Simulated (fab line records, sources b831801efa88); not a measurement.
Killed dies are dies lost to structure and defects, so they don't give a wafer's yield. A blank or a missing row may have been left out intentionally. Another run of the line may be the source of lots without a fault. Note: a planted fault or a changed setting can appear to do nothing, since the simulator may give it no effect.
The tool behind it: which one? ; flow gf180mcu ; 7 lots with 21 wafers sampled at 2 steps, on a route of 602 steps

WHAT EACH GAUGE READ, for each wafer
GF_M5_OVL_MEAS_08.
lot;measured;on;M5_OVL (nm)
L723;day 26 15:01;overlay-01;0 -3 -4
L726;day 27 15:19;overlay-01;5 2 8
L728;day 28 00:50;overlay-02;11 7 13
L732;day 29 14:56;overlay-02;3 6 2
L735;day 30 04:02;overlay-02;-9 -5 -2
L742;day 32 03:34;overlay-02;3 2 5
L745;day 33 02:26;overlay-02;2 -3 -1

WHICH TOOL RAN EACH LOT (tool, then ch and the chambers of the sampled wafers, then the start)
lot;GF_MIM_SPUTTER_07
L723;pvd sputter-03, day 24 19:46
L726;pvd sputter-01, day 25 21:33
L728;pvd sputter-03, day 26 08:10
L732;pvd sputter-02, day 27 23:11
L735;pvd sputter-02, day 28 13:34
L742;pvd sputter-03, day 30 17:11
L745;pvd sputter-03, day 31 16:26
- GF_MIM_SPUTTER_07: material TiN, target thk 60 nm, time 50 s.

THE ANSWER, worked out from the rows above alone
Rule: what is usual is taken from the lots themselves. The widest of any qualifying gaps counts: lots, ordered by their means at a reading, are off when they make up no more than a third of the lots, leave a main group of 4 or more, and stand apart from it by 3 or more times the standard deviation of that group's means. The tables above print the reading to a certain number of digits; a main group whose means all agree to those digits is not used. A lot without any number at a reading at which 4 lots or more have one is off too. Any other lot the step has rows for is counted as sound.
Across all readings shown, no lot is off: no conclusion can be drawn from this.

WHAT THE SIMULATOR HAD PUT IN
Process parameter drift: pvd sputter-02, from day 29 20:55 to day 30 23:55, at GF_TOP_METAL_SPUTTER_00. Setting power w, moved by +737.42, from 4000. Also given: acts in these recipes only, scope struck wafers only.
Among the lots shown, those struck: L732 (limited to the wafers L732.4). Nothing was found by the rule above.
